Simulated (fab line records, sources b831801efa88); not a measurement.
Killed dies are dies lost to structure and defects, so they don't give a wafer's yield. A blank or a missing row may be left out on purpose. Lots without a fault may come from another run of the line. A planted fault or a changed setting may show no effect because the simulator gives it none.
Problem report in the 8D (eight disciplines) form, filled by code | flow sky130 | the parts of the form that need people (team, actions taken, sign-off) are left out

1. THE PROBLEM
beam_energy_keV at SKY_LDD_N_IMPLANT_10 reads a mean of 17.291 on 9 wafers of 3 lots; wafers without a fault read 19.998 with a standard deviation of 0.0053. That is -99 or more standard deviations from the usual mean.
First seen on wafer L608.2, day 21 07:43, on implanter-01. The record holds 33 wafers of 11 lots with a number at this step. Rule for "out", or "out of limits": more than 4 standard deviations from the usual mean. The other wafers with a number count as sound.

2. WHAT IT IS AND WHAT IT IS NOT
question                    | is                                             | is not
which readings at this step | beam_energy_keV, beam_on_s, faraday_current_uA | dose_ions_cm2, end_station_pressure_torr
which lots                  | L608, L610, L613                               | L601, L603, L605, L607, L612, L620, L621, L623
which wafers of those lots  | all that have a number                         | -
read on which tools         | implanter-01                                   | implanter-02, implanter-04
when                        | from day 21 07:43                              | up to then (12 sound wafers); but 12 sound wafers of L612, L620, L621, L623 came after

3. SUSPECTS, AND WHAT RULES EACH OUT
Counting: a tool at a process step up to the reading stays a suspect if it ran every lot that is out and no sound lot after the first of them.
- rie_si-01 at SKY_POLY_GATE_ETCH_17 (etches poly-Si in HBr/Cl2, stops on SiO2, target depth 180 nm, time 70.5 s): ruled out as a lasting fault. Sound lots L621, L623 ran on it after its first lot that is out, L608 (day 19 21:53).
- implanter-01 at SKY_LDD_N_IMPLANT_10: ruled out as a lasting fault. Sound lots L620 ran on it after its first lot that is out, L608 (day 21 07:43).
Left after counting: nothing in the record.

4. THE CAUSE (what the simulator had put in)
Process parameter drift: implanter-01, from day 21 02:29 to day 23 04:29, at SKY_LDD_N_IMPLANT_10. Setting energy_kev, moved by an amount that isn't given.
Counting ruled it out, wrongly.

5. THE CHAIN OF EFFECTS, in route order
Each row: a reading whose mean over the struck wafers that have a number lies more than 3 standard deviations from the usual. Only readings for which the record gives a usual standard deviation are gone through. hours: the time from each lot's start at the first step in this table that gives one to its start at this step, as a median over the lots. sigmas: the change in usual standard deviations.
hours | step                 | reading            | usual  | on struck wafers | change | sigmas
0     | SKY_LDD_N_IMPLANT_10 | beam_energy_keV    | 19.998 | 17.291           | -2.707 | -99 or more
0     | SKY_LDD_N_IMPLANT_10 | beam_on_s          | 9.98 s | 11.56            | +1.58  | +7.5
0     | SKY_LDD_N_IMPLANT_10 | faraday_current_uA | 423    | 365              | -58    | -6.6
The process steps in it:
- SKY_LDD_N_IMPLANT_10

6. WHAT WOULD HAVE CAUGHT IT SOONER
In this record the first reading out of limits was taken at day 21 07:43, 5 hours after the fault began at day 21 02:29.
